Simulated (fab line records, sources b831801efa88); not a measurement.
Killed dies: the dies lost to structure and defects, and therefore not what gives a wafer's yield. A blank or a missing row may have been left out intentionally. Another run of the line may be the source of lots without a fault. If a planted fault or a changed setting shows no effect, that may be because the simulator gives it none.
Comparing a struck lot with a sound one | flow gf180mcu | 20 out of 602 route steps
Sound: wafers L438.2, L438.5, L438.6. The struck wafers were L455.3, L455.4, L455.6. At the end, the cause is stated.
Per side, at each step with rows, come the tool, then ch with its chambers, and then its first start. Under that, the readings that differ: sound wafers | struck wafers | difference of the means | sigmas: that difference in standard deviations of wafers without a fault.
alike: words and numbers the same on both sides, and readings whose means are apart by under 2 such deviations; not compared: readings that were withheld, readings missing a value for some wafer, numbers with overlapping values and no deviation given by the record, and bounds like >300 which may hide the same value.
A row with sigmas, a row that says differs or no value, or rows on one side alone: a step with any of these is where the two part. Numbers that have no deviation but don't overlap get no sigmas and don't part them. A reading missing from all wafers of one side parts the sides only when that side holds two or more wafers.

first, 1 step without rows for these wafers: GF_V4_CVD_00 (deposits SiO2, target thk 600 nm, time 100 s).
GF_V4_THK_MEAS_01:
  struck on film-metro-02, day 28 19:17; sound on film-metro-03, day 23 09:58
  alike: V4_CVD_00_THK
GF_V4_CVD_02: deposits SiO2 from TEOS, target thk 850 nm, time 94.851 s.
  sound on pecvd-04 ch 0,1,2, day 23 10:01; struck on pecvd-04 ch 0,1, day 28 19:19
  alike: heater-power-w
GF_V4_THK_MEAS_03:
  struck on film-metro-03, day 28 19:24; sound on film-metro-04, day 23 10:06
  alike: V4_CVD_02_THK
GF_V4_CMP_04: polishes SiO2.
  sound on cmp-02 ch 1,2, day 23 10:09; struck on cmp-01 ch 0,1,3, day 28 19:29
  alike: motor-current-A, retaining-ring-pressure-frac, slurry-flow-ml-min, time-to-endpoint-s
GF_V4_BOW_MEAS_05:
  struck on film-metro-02, day 28 19:47; sound on film-metro-04, day 23 10:28
  alike: V4_BOW
then, 6 steps without rows for these wafers: GF_V4_DEHYDRATE_06 (time 60 s); GF_V4_HMDS_07 (prime time 60 s); GF_V4_COAT_08; GF_V4_COAT_09 (resist thk 1000 nm); GF_V4_SOFTBAKE_10 (time 60 s); GF_V4_EXPOSE_11 (exposes mask Via4, target cd 260 nm).
GF_V4_PEB_12: peb time 90 s.
  sound on litho-track-01 ch 0, day 24 08:26; struck on litho-track-02 ch 0, day 29 13:56
  reading                  | sound                | struck               | difference | sigmas
  heater-power-total-W (W) | 85.66 85.69 85.62    | 86.83 86.90 86.97    | +1.24      | +15
  plate-temp-C (C)         | 135.04 134.89 135.00 | 136.53 136.40 136.41 | +1.47      | +11
  alike: resist-line-temp-C
then, 1 step without rows for these wafers: GF_V4_DEVELOP_13 (develop time 60 s).
GF_V4_CD_MEAS_14: the cd target is 260 nm.
  struck on cd-sem-01, day 29 14:18; sound on cd-sem-02, day 24 08:46
  reading    | sound             | struck            | difference | sigmas
  cd-nm (nm) | 260.4 259.8 259.3 | 264.2 262.9 264.2 | +3.9       | +3
GF_V4_OVL_MEAS_15:
  struck on overlay-01, day 29 14:23; sound on overlay-01, day 24 08:53
  alike: V4_OVL
GF_V4_ETCH_16: etches BARC in N2/H2.
  sound on rie-diel-02 ch 0,2,3, day 24 08:55; struck on rie-diel-03 ch 1,2, day 29 14:25
  reading             | sound             | struck            | difference | sigmas
  model.V4.cd-nm (nm) | 259.7 260.8 259.2 | 263.2 263.3 264.9 | +3.9       |
  alike: drypump-motor-current-A, h2-flow-sccm, oes-product-au, throttle-valve-pct
GF_V4_ETCH_17: etches SiO2 in C4F8/O2/Ar, stops on TiN, target depth 630 nm.
  sound on rie-diel-02 ch 0,2,3; struck on rie-diel-03 ch 1,2
  reading             | sound             | struck            | difference | sigmas
  model.V4.cd-nm (nm) | 259.4 260.1 259.6 | 263.1 263.3 264.6 | +4.0       |
  alike: oes-product-au
GF_V4_STRIP_18: strips in O2/N2.
  sound on plasma-asher-01 ch 0,1, day 24 09:02; struck on plasma-asher-01 ch 0,1, day 29 14:34
  alike: drypump-motor-current-A, heater-power-w, oes-product-au
  not compared: rf-hours-counter-h
-- the record jumps here: 4 days lie between the struck wafers' starts before and after (it left off in module V4 and takes up again in module PASSIVATION, whose first step shown is number 602 of the route) --
GF_PASSIVATION_PROBE_99:
  only the struck wafers here have rows in the record (prober-01, day 33 13:04); the sound ones have none

WHERE THEY PART
Last at GF_PASSIVATION_PROBE_99 as far as this record goes, first at GF_V4_PEB_12.

WHY: what the simulator had put in
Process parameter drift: litho-track-02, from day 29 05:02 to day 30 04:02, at GF_V4_PEB_12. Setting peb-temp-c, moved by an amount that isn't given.
